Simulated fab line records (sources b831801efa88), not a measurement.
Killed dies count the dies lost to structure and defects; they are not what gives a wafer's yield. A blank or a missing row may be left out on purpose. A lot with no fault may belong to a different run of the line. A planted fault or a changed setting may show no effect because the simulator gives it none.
Matching of chambers | flow gf180mcu | rieSi-02 running GF_POLY_GATE_ETCH_13: 4 sister chambers
The step etches poly-Si in HBr/Cl2, stops on SiO2, target depth 198.5 nm, time 69.6 s. 4 wafers are shown with their chamber, then 7 later ones without.

## WAFERS WITH THEIR CHAMBER
wafer  | chamber | drypumpMotorCurrentA (A)
L697.4 | 0       | 5.6
L698.4 | 2       | 4.8
L708.2 | 1       | 5.4
L708.3 | 3       | 6.3

## WAFERS WITH NO CHAMBER GIVEN
wafer  | drypumpMotorCurrentA (A)
L708.5 | 5.4
L710.2 | 6.2
L710.5 | 5.6
L710.6 | 6.2
L713.2 | 5.6
L713.3 | 6.2
L713.4 | 5.4

## EACH ONE'S CHAMBER
wafer  | from the rows above | in truth
L708.5 | 1                   | 1
L710.2 | 3                   | 3
L710.5 | 0                   | 0
L710.6 | 3                   | 3
L713.2 | 0                   | 0
L713.3 | 3                   | 3
L713.4 | 1                   | 1
7 of 7 placed correctly. Number that these rows cannot place: 0. 0 placed wrongly.
How it was worked out, from the rows above alone: a wafer's distance from a chamber is the root of the sum, over the readings, of the square of ((its reading less the chamber's mean) divided by the reading's scatter). The wafer belongs to the nearest chamber; if the next one is less than 2 further off, it can't be placed. For every chamber, the mean is computed from those of its wafers that are shown. The scatter: with one shown wafer a chamber, the root of the mean of the squares of how far each hidden wafer lies from its nearest shown one.
